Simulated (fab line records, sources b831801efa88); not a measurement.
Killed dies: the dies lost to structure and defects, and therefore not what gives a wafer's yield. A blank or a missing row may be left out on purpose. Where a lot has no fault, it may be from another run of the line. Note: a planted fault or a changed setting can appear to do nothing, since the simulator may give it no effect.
Which tool did it? / flow sky130 / Sampling: 12 lots, 36 wafers, 4 of 708 route steps

== WHAT EACH GAUGE READ, for each wafer ==
SKY_METAL2_OVL_MEAS_16.
lot=L871; measured=day 35 02:17; on=overlay-02; METAL2_OVL (nm)=5 4 10
lot=L873; measured=day 35 23:25; on=overlay-02; METAL2_OVL (nm)=-2 -1 0
lot=L876; measured=day 37 09:17; on=overlay-02; METAL2_OVL (nm)=18 17 17
lot=L877; measured=day 37 16:13; on=overlay-01; METAL2_OVL (nm)=3 -2 7
lot=L878; measured=day 37 16:26; on=overlay-01; METAL2_OVL (nm)=-5 -4 -2
lot=L880; measured=day 38 06:55; on=overlay-02; METAL2_OVL (nm)=-5 -2 1
lot=L882; measured=day 38 23:59; on=overlay-02; METAL2_OVL (nm)=5 3 9
lot=L890; measured=day 41 02:34; on=overlay-02; METAL2_OVL (nm)=2 9 8
lot=L891; measured=day 41 10:28; on=overlay-01; METAL2_OVL (nm)=8 10 3
lot=L892; measured=day 41 19:14; on=overlay-02; METAL2_OVL (nm)=-2 0 -4
lot=L893; measured=day 41 22:04; on=overlay-02; METAL2_OVL (nm)=-9 -6 -11
lot=L894; measured=day 42 03:10; on=overlay-01; METAL2_OVL (nm)=4 6 3

== WHAT TOOL EACH LOT RAN ON (gives the tool, then ch and the chambers of the sampled wafers, and finally the start) ==
lot=L871; SKY_CONTACT_CVD_00=pecvd-01 ch 0,1, day 30 07:34; SKY_VIA1_CMP_24=cmp-02 ch 0,2,3, day 33 22:46; SKY_METAL2_SPUTTER_01=pvd_sputter-02, day 33 23:05
lot=L873; SKY_CONTACT_CVD_00=pecvd-02 ch 0,1,2, day 31 07:11; SKY_VIA1_CMP_24=cmp-02 ch 0,2, day 34 20:26; SKY_METAL2_SPUTTER_01=pvd_sputter-01, day 34 20:46
lot=L876; SKY_CONTACT_CVD_00=pecvd-02 ch 1,2, day 32 16:29; SKY_VIA1_CMP_24=cmp-01 ch 1,2, day 36 06:08; SKY_METAL2_SPUTTER_01=pvd_sputter-02, day 36 06:28
lot=L877; SKY_CONTACT_CVD_00=pecvd-04 ch 0,1, day 33 01:08; SKY_VIA1_CMP_24=cmp-02 ch 1,2,3, day 36 13:40; SKY_METAL2_SPUTTER_01=pvd_sputter-02, day 36 13:51
lot=L878; SKY_CONTACT_CVD_00=pecvd-01 ch 0,1, day 33 01:48; SKY_VIA1_CMP_24=cmp-02 ch 1,2,3, day 36 13:52; SKY_METAL2_SPUTTER_01=pvd_sputter-04, day 36 14:09
lot=L880; SKY_CONTACT_CVD_00=pecvd-02 ch 1,2, day 33 17:35; SKY_VIA1_CMP_24=cmp-02 ch 0,1, day 37 04:42; SKY_METAL2_SPUTTER_01=pvd_sputter-04, day 37 05:01
lot=L882; SKY_CONTACT_CVD_00=pecvd-02 ch 0,1,2, day 34 10:20; SKY_VIA1_CMP_24=cmp-01 ch 0,1,2, day 37 21:46; SKY_METAL2_SPUTTER_01=pvd_sputter-01, day 37 22:02
lot=L890; SKY_CONTACT_CVD_00=pecvd-02 ch 0,1, day 36 16:18; SKY_VIA1_CMP_24=cmp-01 ch 0,1, day 40 01:00; SKY_METAL2_SPUTTER_01=pvd_sputter-01, day 40 01:16
lot=L891; SKY_CONTACT_CVD_00=pecvd-04 ch 0,1,2, day 36 23:50; SKY_VIA1_CMP_24=cmp-02 ch 0,1,3, day 40 08:44; SKY_METAL2_SPUTTER_01=pvd_sputter-01, day 40 09:04
lot=L892; SKY_CONTACT_CVD_00=pecvd-01 ch 1,2, day 37 09:30; SKY_VIA1_CMP_24=cmp-02 ch 0,1,3, day 40 17:46; SKY_METAL2_SPUTTER_01=pvd_sputter-04, day 40 18:05
lot=L893; SKY_CONTACT_CVD_00=pecvd-04 ch 0,1,2, day 37 12:45; SKY_VIA1_CMP_24=cmp-01 ch 1,2,3, day 40 20:16; SKY_METAL2_SPUTTER_01=pvd_sputter-04, day 40 20:35
lot=L894; SKY_CONTACT_CVD_00=pecvd-04 ch 0,1,2, day 37 18:55; SKY_VIA1_CMP_24=cmp-01 ch 0,3, day 41 02:15; SKY_METAL2_SPUTTER_01=pvd_sputter-02, day 41 02:31
- SKY_CONTACT_CVD_00: deposits Si3N4, target thk 75 nm.
- SKY_VIA1_CMP_24: polishes, stops on SiO2, t overpolish 15 s, target thk 0 nm.
- SKY_METAL2_SPUTTER_01: material TiN, target thk 20 nm, time 16.7 s.

== AS READ BY THE TOOLS THEMSELVES (means over the sampled wafers that have a number; for cases with no such wafer, the mark the record gives instead) ==
SKY_CONTACT_CVD_00.
lot=L871; tool=pecvd-01; heater_power_w (W)=710
lot=L873; tool=pecvd-02; heater_power_w (W)=701
lot=L876; tool=pecvd-02; heater_power_w (W)=658
lot=L877; tool=pecvd-04; heater_power_w (W)=704
lot=L878; tool=pecvd-01; heater_power_w (W)=702
lot=L880; tool=pecvd-02; heater_power_w (W)=726
lot=L882; tool=pecvd-02; heater_power_w (W)=717
lot=L890; tool=pecvd-02; heater_power_w (W)=621
lot=L891; tool=pecvd-04; heater_power_w (W)=728
lot=L892; tool=pecvd-01; heater_power_w (W)=747
lot=L893; tool=pecvd-04; heater_power_w (W)=682
lot=L894; tool=pecvd-04; heater_power_w (W)=682

SKY_VIA1_CMP_24.
lot=L871; tool=cmp-02; motor_current_A (A)=10.2; overpolish_run_s (s)=14.996; time_to_endpoint_s (s)=65
lot=L873; tool=cmp-02; motor_current_A (A)=10.3; overpolish_run_s (s)=14.995; time_to_endpoint_s (s)=64
lot=L876; tool=cmp-01; motor_current_A (A)=10.1; overpolish_run_s (s)=15.000; time_to_endpoint_s (s)=67
lot=L877; tool=cmp-02; motor_current_A (A)=10.3; overpolish_run_s (s)=14.995; time_to_endpoint_s (s)=68
lot=L878; tool=cmp-02; motor_current_A (A)=10.1; overpolish_run_s (s)=15.000; time_to_endpoint_s (s)=69
lot=L880; tool=cmp-02; motor_current_A (A)=11.6; overpolish_run_s (s)=17.079; time_to_endpoint_s (s)=67
lot=L882; tool=cmp-01; motor_current_A (A)=10.2; overpolish_run_s (s)=15.004; time_to_endpoint_s (s)=68
lot=L890; tool=cmp-01; motor_current_A (A)=10.3; overpolish_run_s (s)=15.002; time_to_endpoint_s (s)=62
lot=L891; tool=cmp-02; motor_current_A (A)=11.0; overpolish_run_s (s)=14.999; time_to_endpoint_s (s)=65
lot=L892; tool=cmp-02; motor_current_A (A)=11.1; overpolish_run_s (s)=15.002; time_to_endpoint_s (s)=68
lot=L893; tool=cmp-01; motor_current_A (A)=9.9; overpolish_run_s (s)=14.994; time_to_endpoint_s (s)=57
lot=L894; tool=cmp-01; motor_current_A (A)=10.2; overpolish_run_s (s)=15.003; time_to_endpoint_s (s)=59

SKY_METAL2_SPUTTER_01.
lot=L871; tool=pvd_sputter-02; throttle_valve_pct (%)=29.9
lot=L873; tool=pvd_sputter-01; throttle_valve_pct (%)=29.1
lot=L876; tool=pvd_sputter-02; throttle_valve_pct (%)=29.2
lot=L877; tool=pvd_sputter-02; throttle_valve_pct (%)=29.2
lot=L878; tool=pvd_sputter-04; throttle_valve_pct (%)=30.4
lot=L880; tool=pvd_sputter-04; throttle_valve_pct (%)=29.8
lot=L882; tool=pvd_sputter-01; throttle_valve_pct (%)=29.2
lot=L890; tool=pvd_sputter-01; throttle_valve_pct (%)=29.2
lot=L891; tool=pvd_sputter-01; throttle_valve_pct (%)=29.6
lot=L892; tool=pvd_sputter-04; throttle_valve_pct (%)=29.6
lot=L893; tool=pvd_sputter-04; throttle_valve_pct (%)=30.3
lot=L894; tool=pvd_sputter-02; throttle_valve_pct (%)=29.6

== THE ANSWER, worked out from the rows above alone ==
Rule: the usual values come from the lots themselves. Put in order of their means at a reading, lots are off if they are a third of the lots or fewer, leave a main group of 4 or more, and stand apart from it by a gap of 3 or more times the standard deviation of the main group's means; of several such gaps the widest counts. A main group is skipped when, at the precision printed for the reading in the tables above, its means are all equal. A lot without any number at a reading at which 4 lots or more have one is off too. All remaining lots with rows at the step are treated as sound. Order of review: gauges by route order, followed by the tools' own readings, for which a lot's mean as printed above is used. The first step at which some lot is off is used, and at that step the reading that is off furthest; a lot without a number counts as furthest.
Off, at SKY_VIA1_CMP_24 on overpolish_run_s: L880. Mean 14.999 s and standard deviation 0.0034 in the main group.
A tool fits if, at that step or a process step before it, it ran every lot that is off, and no sound lot after the first of them. Not one of the candidates tried fits.

== WHAT THE SIMULATOR PUT IN ==
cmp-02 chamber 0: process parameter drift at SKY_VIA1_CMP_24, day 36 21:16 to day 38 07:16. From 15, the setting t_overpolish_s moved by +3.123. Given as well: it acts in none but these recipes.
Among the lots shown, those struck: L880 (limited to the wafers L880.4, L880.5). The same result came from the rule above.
